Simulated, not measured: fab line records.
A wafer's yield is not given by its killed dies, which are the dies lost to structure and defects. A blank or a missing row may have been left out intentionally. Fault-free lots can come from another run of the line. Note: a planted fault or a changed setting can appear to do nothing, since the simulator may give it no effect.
Struck lot and sound lot, side by side	flow gf180mcu	15 steps out of a route of 602
Sound: the wafers L276.3, L276.5, L276.6. Wafers L292.1, L292.2, L292.5 were the ones struck. Last of all comes the cause.
Each step with rows lists, per side, the tool, then ch with its chambers, then its first start. Under that, the readings that differ: sound wafers	struck wafers	difference of the means	sigmas: that difference in standard deviations of wafers without a fault.
alike: a reading whose means differ by less than 2 such deviations, as well as words and numbers matching on both sides. not compared: withheld readings; readings where some wafer has no value; bounds like >300 that might hide an equal value; numbers whose values overlap and for which the record gives no deviation.
The two part at a step that has a row with sigmas, a row that says differs or no value, or rows on one side only. When numbers do not overlap yet have no deviation, they are printed without sigmas and do not part them. Lack of a reading on every wafer of one side parts them only where that side has two or more wafers.

GF_V3_BOW_MEAS_05:
  sound: filmMetro-04 at day 23 23:24; struck: filmMetro-04 at day 28 19:07
  alike: V3_BOW
then, 8 steps without rows for these wafers: GF_V3_DEHYDRATE_06 (time 60 s); GF_V3_HMDS_07 (prime time 60 s); GF_V3_COAT_08; GF_V3_COAT_09 (resist thk 1000 nm); GF_V3_SOFTBAKE_10 (time 60 s); GF_V3_EXPOSE_11 (exposes mask Via3, target cd 260 nm); GF_V3_PEB_12 (peb time 90 s); GF_V3_DEVELOP_13 (develop time 60 s).
GF_V3_CD_MEAS_14: the cd target is 260 nm.
  sound: cdSem-01 at day 24 21:37; struck: cdSem-01 at day 29 13:18
  alike: cdNm
GF_V3_OVL_MEAS_15:
  sound: overlay-01 at day 24 21:43; struck: overlay-02 at day 29 13:25
  alike: V3_OVL
GF_V3_ETCH_16: etches BARC in N2/H2.
  sound on rieDiel-01 ch 0,1, day 24 21:44; struck on rieDiel-04 ch 0,1,2, day 29 13:27
  alike: biasW, chamberPressureMTorr, drypumpMotorCurrentA, oesProductAu, throttleValvePct
GF_V3_ETCH_17: etches SiO2 in C4F8/O2/Ar, stops on TiN, target depth 635 nm.
  sound on rieDiel-01 ch 0,1, day 24 21:00; struck on rieDiel-04 ch 0,1,2, day 29 13:00
  no value came back on the struck wafers for biasW (W), chamberPressureMTorr (mTorr), oesProductAu (a.u.); on the sound wafers biasW (W) reads 1199 1195 1197
GF_V3_STRIP_18: strips in O2/N2.
  sound on plasmaAsher-04 ch 0,1, day 24 21:54; struck on plasmaAsher-02 ch 0,1, day 29 13:35
reading	sound	struck	difference	sigmas
oesProductAu (a.u.)	0.589 0.593 0.597	0.669 0.664 0.664	+0.073	+14
  alike: drypumpMotorCurrentA, heaterPowerW, platenTempC
  not compared: rfHoursCounterH
then, 1 step without rows for these wafers: GF_V3_STRIP_19 (strips in post etch residue remover, time 1200 s).

== WHERE THEY PART ==
First at GF_V3_ETCH_17; last, within this record, at GF_V3_STRIP_18.

WHY: whatever the simulator had introduced
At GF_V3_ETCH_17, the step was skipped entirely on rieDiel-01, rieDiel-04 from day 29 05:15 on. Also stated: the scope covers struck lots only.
